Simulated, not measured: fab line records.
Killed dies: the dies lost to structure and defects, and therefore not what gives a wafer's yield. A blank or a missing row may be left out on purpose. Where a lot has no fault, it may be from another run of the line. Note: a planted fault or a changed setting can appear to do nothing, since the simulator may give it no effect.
Comparing a struck lot with a sound one || flow gf180mcu || 43 steps out of a route of 602
Sound: these wafers, L729.3, L729.4, L729.6. Wafers struck: L743.1, L743.4, L743.5. The cause comes at the end.
Per side, at each step with rows, come the tool, then ch with its chambers, and then its first start. Under that, the readings that differ: sound wafers || struck wafers || difference of the means || sigmas: that difference in standard deviations of wafers without a fault.
alike: same words and numbers on both sides, and readings whose means sit less than 2 such deviations apart. not compared: any withheld reading, any reading some wafer has no value for, any bound like >300 that may hide the same value, and any number with overlapping values for which the record gives no deviation.
The two part at a step that has a row with sigmas, a row that says differs or no value, or rows on one side only. When numbers do not overlap yet have no deviation, they are printed without sigmas and do not part them. A reading missing from all wafers of one side parts the sides only when that side holds two or more wafers.

first, 2 steps without rows for these wafers: GF_DNWELL_DEVELOP_06 (develop time 60 s); GF_DNWELL_IMPLANT_07.
GF_DNWELL_STRIP_08: strips in O2/N2.
  sound on plasma_asher-03 ch 0,1, day 3 18:08; struck on plasma_asher-02 ch 0,1, day 6 18:38
  alike: drypump_motor_current_A, heater_power_w, oes_product_au, platen_temp_c, strip_time_to_endpoint_s
  not compared: rf_hours_counter_h
GF_DNWELL_TW_MEAS_09:
  sound on film_metro-04 at day 3 18:13; struck on film_metro-03 at day 6 18:44
  alike: DNWELL_TW
then, 7 steps without rows for these wafers: GF_NWELL_DEHYDRATE_00 (time 60 s); GF_NWELL_HMDS_01 (prime time 60 s); GF_NWELL_COAT_02 (resist thk 3000 nm); GF_NWELL_SOFTBAKE_03; GF_NWELL_EXPOSE_04 (exposes mask Nwell, target cd 860 nm); GF_NWELL_PEB_05; GF_NWELL_DEVELOP_06 (develop time 57.94 s).
GF_NWELL_OVL_MEAS_07:
  sound on overlay-02 at day 4 06:13; struck on overlay-01 at day 7 10:34
  alike: NWELL_OVL
GF_NWELL_IMPLANT_08:
  sound on implanter-01 ch 0, day 4 06:17; struck on implanter-04 ch 0, day 7 10:35
{"reading": "dose_ions_cm2", "sound": "1.4996e+13 1.4963e+13 1.4984e+13", "struck": "8.687e+12 8.687e+12 8.691e+12", "difference": -6.293e+12, "sigmas": "-99 or more"}
{"reading": "faraday_current_uA", "sound": "85.7 81.9 84.9", "struck": "48.6 48.3 49.3", "difference": -35.4, "sigmas": -22}
  alike: end_station_pressure_torr
next, for these wafers, 1 step has no rows: GF_NWELL_IMPLANT_09.
GF_NWELL_STRIP_10: strips in O2/N2.
  sound on plasma_asher-04 ch 0,1, day 4 06:34; struck on plasma_asher-01 ch 0, day 7 10:53
  alike: drypump_motor_current_A, heater_power_w, oes_product_au, platen_temp_c, strip_time_to_endpoint_s
  not compared: rf_hours_counter_h
GF_NWELL_TW_MEAS_11:
  sound on film_metro-03 at day 4 06:40; struck on film_metro-01 at day 7 11:14
{"reading": "NWELL_TW", "sound": "1523 1515 1520", "struck": "1362 1372 1365", "difference": -153, "sigmas": -7}
  not compared: hold
then, 6 steps without rows for these wafers: GF_LVPWELL_HMDS_01 (prime time 60 s); GF_LVPWELL_COAT_02 (resist thk 3000 nm); GF_LVPWELL_SOFTBAKE_03; GF_LVPWELL_EXPOSE_04 (exposes mask LVPWELL, target cd 600 nm); GF_LVPWELL_PEB_05; GF_LVPWELL_DEVELOP_06 (develop time 60 s).
GF_LVPWELL_OVL_MEAS_07:
  sound on overlay-02 at day 4 19:30; struck on overlay-02 at day 8 03:50
  alike: LVPWELL_OVL
then, 2 steps without rows for these wafers: GF_LVPWELL_IMPLANT_08; GF_LVPWELL_IMPLANT_09.
GF_LVPWELL_STRIP_10: strips in O2/N2.
  sound on plasma_asher-03 ch 0,1, day 4 19:51; struck on plasma_asher-01 ch 1, day 8 04:10
  alike: drypump_motor_current_A, heater_power_w, oes_product_au, platen_temp_c, strip_time_to_endpoint_s
  not compared: rf_hours_counter_h
GF_LVPWELL_TW_MEAS_11:
  sound on film_metro-02 at day 4 19:56; struck on film_metro-02 at day 8 04:16
  alike: LVPWELL_TW
then, 7 steps without rows for these wafers: GF_MVSD_DEHYDRATE_00 (time 60 s); GF_MVSD_HMDS_01 (prime time 60 s); GF_MVSD_COAT_02 (resist thk 3000 nm); GF_MVSD_SOFTBAKE_03; GF_MVSD_EXPOSE_04 (exposes mask MVSD, target cd 1000 nm); GF_MVSD_PEB_05; GF_MVSD_DEVELOP_06 (develop time 60 s).
GF_MVSD_OVL_MEAS_07:
  sound on overlay-02 at day 5 09:40; struck on overlay-01 at day 8 22:15
  alike: MVSD_OVL
then, 2 steps without rows for these wafers: GF_MVSD_IMPLANT_08; GF_MVSD_IMPLANT_09.
GF_MVSD_STRIP_10: strips in O2/N2.
  sound on plasma_asher-04 ch 0,1, day 5 10:02; struck on plasma_asher-02 ch 0,1, day 8 22:35
  alike: drypump_motor_current_A, heater_power_w, oes_product_au, platen_temp_c, strip_time_to_endpoint_s
  not compared: rf_hours_counter_h
GF_MVSD_TW_MEAS_11:
  sound on film_metro-03 at day 5 10:07; struck on film_metro-01 at day 8 22:41
  alike: MVSD_TW
then, 2 steps without rows for these wafers: GF_MVPSD_DEHYDRATE_00 (time 60 s); GF_MVPSD_HMDS_01 (prime time 60 s).
-- the record jumps here: 4 days lie between the struck wafers' starts before and after --
GF_VT_IMPLANT_RS_MEAS_47: a four-point-probe measurement.
  sound on film_metro-03 at day 8 19:13; struck on film_metro-02 at day 13 00:56
{"reading": "NWELL_RS (ohm/sq)", "sound": "488.6 490.0 488.9", "struck": "646.4 650.5 648.4", "difference": "+159.3", "sigmas": "+99 or more"}
  not compared: hold
next, for these wafers, 1 step has no rows: GF_PASSIVATION_PROBE_99.

== WHERE THEY PART ==
First at GF_NWELL_IMPLANT_08; last, within this record, at GF_VT_IMPLANT_RS_MEAS_47.

WHY: the cause the simulator had injected
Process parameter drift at GF_NWELL_IMPLANT_08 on implanter-04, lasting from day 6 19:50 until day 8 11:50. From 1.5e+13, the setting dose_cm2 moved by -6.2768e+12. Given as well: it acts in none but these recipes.
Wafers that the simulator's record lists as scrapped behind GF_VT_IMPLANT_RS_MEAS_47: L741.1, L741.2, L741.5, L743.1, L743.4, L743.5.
